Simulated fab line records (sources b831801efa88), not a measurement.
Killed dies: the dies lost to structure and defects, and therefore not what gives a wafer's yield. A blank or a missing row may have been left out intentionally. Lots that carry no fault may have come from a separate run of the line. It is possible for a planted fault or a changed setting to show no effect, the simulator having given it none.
Split-lot study / flow sky130 / route with 708 steps; 5 lots, 27 wafers read

ON THE SPLIT
At SKY_LOCAL_INTERCONNECT_METAL_ETCH_14 (etches TiN in Cl2/BCl3, stops on PSG, target depth 110 nm, time 31.4 s), the setting timeS was moved away from the recipe's 31.4 s on 12 of the 27 wafers read, by -36.1% to +18.1%. For the rest of the wafers, this setting stayed at what the recipe calls for.

Reading taken at the split's own step.

THE READING
oesProductAu, in a.u., at SKY_LOCAL_INTERCONNECT_METAL_ETCH_14 (etches TiN in Cl2/BCl3, stops on PSG, target depth 110 nm, time 31.4 s). Fault-free wafers of this fab line usually give 0.917 a.u., standard deviation 0.0076 a.u.

wafer=L078.2; tool, chamber at the split=rieMetal-01, 1; timeS as run, s=31.4; against the recipe=recipe; oesProductAu, a.u.=0.907; against lot-mates on the recipe=-
wafer=L078.3; tool, chamber at the split=rieMetal-01, 1; timeS as run, s=31.4; against the recipe=recipe; oesProductAu, a.u.=0.906; against lot-mates on the recipe=-
wafer=L078.4; tool, chamber at the split=rieMetal-01, 0; timeS as run, s=31.4; against the recipe=recipe; oesProductAu, a.u.=0.904; against lot-mates on the recipe=-
wafer=L076.1; tool, chamber at the split=rieMetal-04, 1; timeS as run, s=31.4; against the recipe=recipe; oesProductAu, a.u.=0.929; against lot-mates on the recipe=-
wafer=L076.2; tool, chamber at the split=rieMetal-04, 1; timeS as run, s=21; against the recipe=-33.1%; oesProductAu, a.u.=0.997; against lot-mates on the recipe=+0.072
wafer=L076.3; tool, chamber at the split=rieMetal-04, 1; timeS as run, s=21; against the recipe=-33.1%; oesProductAu, a.u.=0.996; against lot-mates on the recipe=+0.071
wafer=L076.4; tool, chamber at the split=rieMetal-04, 1; timeS as run, s=31.4; against the recipe=recipe; oesProductAu, a.u.=0.919; against lot-mates on the recipe=-
wafer=L076.5; tool, chamber at the split=rieMetal-04, 1; timeS as run, s=21; against the recipe=-33.1%; oesProductAu, a.u.=0.994; against lot-mates on the recipe=+0.069
wafer=L076.6; tool, chamber at the split=rieMetal-04, 1; timeS as run, s=31.4; against the recipe=recipe; oesProductAu, a.u.=0.927; against lot-mates on the recipe=-
wafer=L080.1; tool, chamber at the split=rieMetal-01, 1; timeS as run, s=37.08; against the recipe=+18.1%; oesProductAu, a.u.=0.878; against lot-mates on the recipe=-0.043
wafer=L080.2; tool, chamber at the split=rieMetal-01, 0; timeS as run, s=37.08; against the recipe=+18.1%; oesProductAu, a.u.=0.874; against lot-mates on the recipe=-0.047
wafer=L080.3; tool, chamber at the split=rieMetal-01, 0; timeS as run, s=31.4; against the recipe=recipe; oesProductAu, a.u.=0.916; against lot-mates on the recipe=-
wafer=L080.4; tool, chamber at the split=rieMetal-01, 1; timeS as run, s=31.4; against the recipe=recipe; oesProductAu, a.u.=0.927; against lot-mates on the recipe=-
wafer=L080.5; tool, chamber at the split=rieMetal-01, 0; timeS as run, s=37.08; against the recipe=+18.1%; oesProductAu, a.u.=0.882; against lot-mates on the recipe=-0.039
wafer=L080.6; tool, chamber at the split=rieMetal-01, 1; timeS as run, s=31.4; against the recipe=recipe; oesProductAu, a.u.=0.921; against lot-mates on the recipe=-
wafer=L082.1; tool, chamber at the split=rieMetal-04, 1; timeS as run, s=20.06; against the recipe=-36.1%; oesProductAu, a.u.=1.007; against lot-mates on the recipe=+0.087
wafer=L082.2; tool, chamber at the split=rieMetal-04, 0; timeS as run, s=31.4; against the recipe=recipe; oesProductAu, a.u.=0.908; against lot-mates on the recipe=-
wafer=L082.3; tool, chamber at the split=rieMetal-04, 1; timeS as run, s=31.4; against the recipe=recipe; oesProductAu, a.u.=0.923; against lot-mates on the recipe=-
wafer=L082.4; tool, chamber at the split=rieMetal-04, 0; timeS as run, s=20.06; against the recipe=-36.1%; oesProductAu, a.u.=0.974; against lot-mates on the recipe=+0.054
wafer=L082.5; tool, chamber at the split=rieMetal-04, 1; timeS as run, s=31.4; against the recipe=recipe; oesProductAu, a.u.=0.930; against lot-mates on the recipe=-
wafer=L082.6; tool, chamber at the split=rieMetal-04, 0; timeS as run, s=20.06; against the recipe=-36.1%; oesProductAu, a.u.=0.983; against lot-mates on the recipe=+0.063
wafer=L085.1; tool, chamber at the split=rieMetal-04, 0; timeS as run, s=31.4; against the recipe=recipe; oesProductAu, a.u.=0.910; against lot-mates on the recipe=-
wafer=L085.2; tool, chamber at the split=rieMetal-04, 1; timeS as run, s=31.4; against the recipe=recipe; oesProductAu, a.u.=0.909; against lot-mates on the recipe=-
wafer=L085.3; tool, chamber at the split=rieMetal-04, 0; timeS as run, s=23.02; against the recipe=-26.7%; oesProductAu, a.u.=1.000; against lot-mates on the recipe=+0.087
wafer=L085.4; tool, chamber at the split=rieMetal-04, 1; timeS as run, s=23.02; against the recipe=-26.7%; oesProductAu, a.u.=1.008; against lot-mates on the recipe=+0.095
wafer=L085.5; tool, chamber at the split=rieMetal-04, 1; timeS as run, s=23.02; against the recipe=-26.7%; oesProductAu, a.u.=1.011; against lot-mates on the recipe=+0.098
wafer=L085.6; tool, chamber at the split=rieMetal-04, 0; timeS as run, s=31.4; against the recipe=recipe; oesProductAu, a.u.=0.920; against lot-mates on the recipe=-

FIT RESULTS
A straight line over all 27 wafers: oesProductAu changes by -0.00236 a.u. for each +1% of timeS; r = -0.95; the points scatter about the line by 0.013 a.u.
The same after taking each lot's own level away (the mean of its wafers on the recipe; 27 wafers): -0.00232 a.u. for each +1%; r = -0.95; scatter 0.014 a.u.
According to that fit, moving timeS by its largest amount changes the reading by 0.084 a.u.
Measured against the standard deviation above, the lots' own levels, which go from 0.9057 to 0.9250 a.u., span 2.5 times it.
The two slopes agree, so the slope changes little with the lot-to-lot level.
Check: +0.0845 a.u. against its lot-mates is what the line predicts for one of the wafers moved furthest among these (-36.1%) when that wafer is left out of the fit. Against them it came out at +0.0867 a.u.
Tool readings at the split's step, against how far the setting was moved: oesProductAu r = -0.95.

OTHER SPLITS APPLIED TO THESE WAFERS
Before the reading, these wafers also passed through other splits. Each is held against what the fit with the lots' levels taken away leaves over:
other split on the same wafers=SKY_FIELD_ISO_OXIDATION_01 oxTimeS; wafers away from the commonest value=21; r with oesProductAu (lot level and that fit taken away)=+0.09
other split on the same wafers=SKY_FIELD_ISO_OXIDATION_22 oxTimeS; wafers away from the commonest value=18; r with oesProductAu (lot level and that fit taken away)=+0.06
other split on the same wafers=SKY_SONOS_ONO_CVD_04 timeS; wafers away from the commonest value=18; r with oesProductAu (lot level and that fit taken away)=-0.46
other split on the same wafers=SKY_POLY_GATE_DEVELOP_12 developTimeS; wafers away from the commonest value=6; r with oesProductAu (lot level and that fit taken away)=-0.32

THE WHOLE CHAIN: every reading that the file lists as answering this split, in the file's order
step=SKY_LOCAL_INTERCONNECT_METAL_ETCH_14; what it does=etches TiN in Cl2/BCl3, stops on PSG, target depth 110 nm, time 31.4 s; reading=oesProductAu; change (the file's fit)=-0.00234 a.u. for each +1% of the setting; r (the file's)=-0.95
step=SKY_LOCAL_INTERCONNECT_METAL_ETCH_14; what it does=etches TiN in Cl2/BCl3, stops on PSG, target depth 110 nm, time 31.4 s; reading=LOCAL_INTERCONNECT.featureDepthNm (the simulator's own value, which no gauge read); change (the file's fit)=+0.652 nm for each +1% of the setting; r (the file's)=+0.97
step=SKY_LOCAL_INTERCONNECT_METAL_ETCH_14; what it does=etches TiN in Cl2/BCl3, stops on PSG, target depth 110 nm, time 31.4 s; reading=KrF-thick_of_LOCAL_INTERCONNECT_COAT_06.thkNm (the simulator's own value, which no gauge read); change (the file's fit)=-0.446 nm for each +1% of the setting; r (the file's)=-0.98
step=SKY_LOCAL_INTERCONNECT_STRIP_15; what it does=strips in O2/N2; reading=stripTimeToEndpointS; change (the file's fit)=withheld for each +1% of the setting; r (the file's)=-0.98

THE FILE'S OWN FIT
oesProductAu changes by -0.00234 a.u. for each +1% of timeS, r = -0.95.
